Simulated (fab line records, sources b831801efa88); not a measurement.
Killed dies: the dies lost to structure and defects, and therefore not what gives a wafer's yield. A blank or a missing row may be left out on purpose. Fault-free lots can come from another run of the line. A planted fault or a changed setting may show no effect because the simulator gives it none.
Which tool is to blame?	flow gf180mcu	45 wafers from 15 lots sampled at 4 of the route's 602 steps

== WHAT THE GAUGES SHOWED, per wafer ==
GF_STI_BOW_MEAS_00.
lot	measured	on	INCOMING_BOW (um)
L262	day 1 10:02	film-metro-02	-6 1 0
L265	day 2 01:01	film-metro-01	0 2 3
L266	day 2 06:02	film-metro-02	0 -1 0
L267	day 2 11:01	film-metro-02	3 -8 -6
L268	day 2 16:01	film-metro-04	8 4 -5
L269	day 2 21:01	film-metro-01	-12 -2 -3
L270	day 3 02:01	film-metro-02	6 -2 2
L272	day 3 12:00	film-metro-02	1 3 -10
L273	day 3 17:00	film-metro-01	-1 2 5
L274	day 3 22:01	film-metro-04	11 4 5
L279	day 4 23:00	film-metro-01	-6 2 -12
L280	day 5 04:01	film-metro-02	-14 -2 1
L281	day 5 09:00	film-metro-04	0 3 -2
L282	day 5 14:00	film-metro-02	-12 7 -3
L283	day 5 19:01	film-metro-01	6 -1 1

GF_STI_CD_MEAS_12: target cd 220 nm.
lot	measured	on	cd-nm (nm)
L262	day 2 01:58	cd-sem-02	220.9 220.9 219.6
L265	day 2 18:29	cd-sem-01	217.5 218.6 218.9
L266	day 2 22:43	cd-sem-02	221.1 221.0 221.0
L267	day 3 05:01	cd-sem-01	220.7 220.1 220.4
L268	day 3 08:34	cd-sem-01	218.0 218.0 219.6
L269	day 3 13:56	cd-sem-01	220.4 220.6 221.2
L270	day 3 18:17	cd-sem-01	219.5 219.6 219.6
L272	day 4 05:31	cd-sem-01	219.2 218.9 219.5
L273	day 4 10:05	cd-sem-02	220.7 219.9 219.3
L274	day 4 15:23	cd-sem-01	220.0 219.7 220.2
L279	day 5 17:02	cd-sem-01	221.1 221.2 221.0
L280	day 5 22:19	cd-sem-02	221.0 220.4 221.0
L281	day 6 04:11	cd-sem-02	220.3 219.7 221.2
L282	day 6 08:16	cd-sem-01	220.5 220.4 220.3
L283	day 6 13:30	cd-sem-02	219.4 218.6 218.9

GF_NWELL_TW_MEAS_11.
lot	measured	on	NWELL_TW
L262	day 3 08:20	film-metro-04	1574 1574 1573
L265	day 4 02:58	film-metro-01	1574 1578 1578
L266	day 4 07:11	film-metro-03	1593 1596 1591
L267	day 4 18:04	film-metro-04	1572 1579 1573
L268	day 4 19:37	film-metro-03	1589 1597 1585
L269	day 4 23:13	film-metro-03	1591 1594 1597
L270	day 5 03:49	film-metro-01	1576 1575 1576
L272	day 5 16:16	film-metro-01	1495 1498 1499 1503 1486 1487
L273	day 5 20:28	film-metro-03	1510 1514 1517 1517 1515 1514
L274	day 6 01:37	film-metro-04	1490 1492 1495 1504 1496 1489
L279	day 7 04:24	film-metro-01	1575 1570 1573
L280	day 7 11:07	film-metro-03	1594 1594 1593
L281	day 7 18:16	film-metro-01	1573 1570 1576
L282	day 7 20:42	film-metro-01	1573 1562 1569
L283	day 8 03:16	film-metro-03	1585 1590 1590

== WHICH TOOL RAN EACH LOT (tool, then ch and the chambers of the sampled wafers, then the start) ==
lot	GF_NWELL_IMPLANT_09
L262	implanter-02 ch 0, day 3 08:07
L265	implanter-03 ch 0, day 4 02:44
L266	implanter-01 ch 0, day 4 06:58
L267	implanter-02 ch 0, day 4 17:50
L268	implanter-03 ch 0, day 4 19:23
L269	implanter-03 ch 0, day 4 22:59
L270	implanter-02 ch 0, day 5 03:35
L272	implanter-01, day 5 16:01
L273	implanter-03, day 5 20:13
L274	implanter-03, day 6 01:23
L279	implanter-01 ch 0, day 7 04:09
L280	implanter-03 ch 0, day 7 10:53
L281	implanter-03 ch 0, day 7 18:01
L282	implanter-03 ch 0, day 7 20:27
L283	implanter-03 ch 0, day 8 03:02
- GF_NWELL_IMPLANT_09

== WHAT THE TOOLS THEMSELVES READ (means of the sampled wafers that have a number; where no wafer has one, the mark that the record gives instead) ==
GF_NWELL_IMPLANT_09.
lot	tool	beam-energy-keV	beam-on-s (s)	dose-ions-cm2
L262	implanter-02	159.99	9.88	4e+12
L265	implanter-03	159.87	10.14	4e+12
L266	implanter-01	160.02	9.98	4e+12
L267	implanter-02	159.96	10.08	4e+12
L268	implanter-03	159.96	10.01	4e+12
L269	implanter-03	160.01	10.19	4e+12
L270	implanter-02	160.04	9.99	4e+12
L272	implanter-01	-	-	-
L273	implanter-03	-	-	-
L274	implanter-03	-	-	-
L279	implanter-01	159.99	10.25	4e+12
L280	implanter-03	160.05	10.09	4e+12
L281	implanter-03	159.99	10.18	4e+12
L282	implanter-03	159.94	10.07	4e+12
L283	implanter-03	159.94	10.08	4e+12

== THE ANSWER, worked out from the rows above alone ==
Rule: what is usual is taken from the lots themselves. The widest of any qualifying gaps counts: lots, ordered by their means at a reading, are off when they make up no more than a third of the lots, leave a main group of 4 or more, and stand apart from it by 3 or more times the standard deviation of that group's means. A main group is skipped when, at the precision printed for the reading in the tables above, its means are all equal. A lot without any number at a reading at which 4 lots or more have one is off too. Where the step has rows for the other lots, those lots are counted as sound. The gauges are gone through in route order, then the tools' own readings, and for those a lot's mean is taken as printed above. The first step at which some lot is off is used, and at that step the reading that is off furthest; a lot without a number counts as furthest.
Off: L272, L273, L274, at GF_NWELL_TW_MEAS_11 (NWELL_TW). The main group: mean 1581, standard deviation 9.4.
A tool fits if, at a process step before that reading, it ran every lot that is off, and no sound lot after the first of them. The gauges at GF_NWELL_TW_MEAS_11 aren't tried: what is off there is off at GF_NWELL_IMPLANT_09 too, on other tools, and a gauge's error can't cause that. Of those tried, none fits.

== WHAT THE SIMULATOR HAD INSERTED ==
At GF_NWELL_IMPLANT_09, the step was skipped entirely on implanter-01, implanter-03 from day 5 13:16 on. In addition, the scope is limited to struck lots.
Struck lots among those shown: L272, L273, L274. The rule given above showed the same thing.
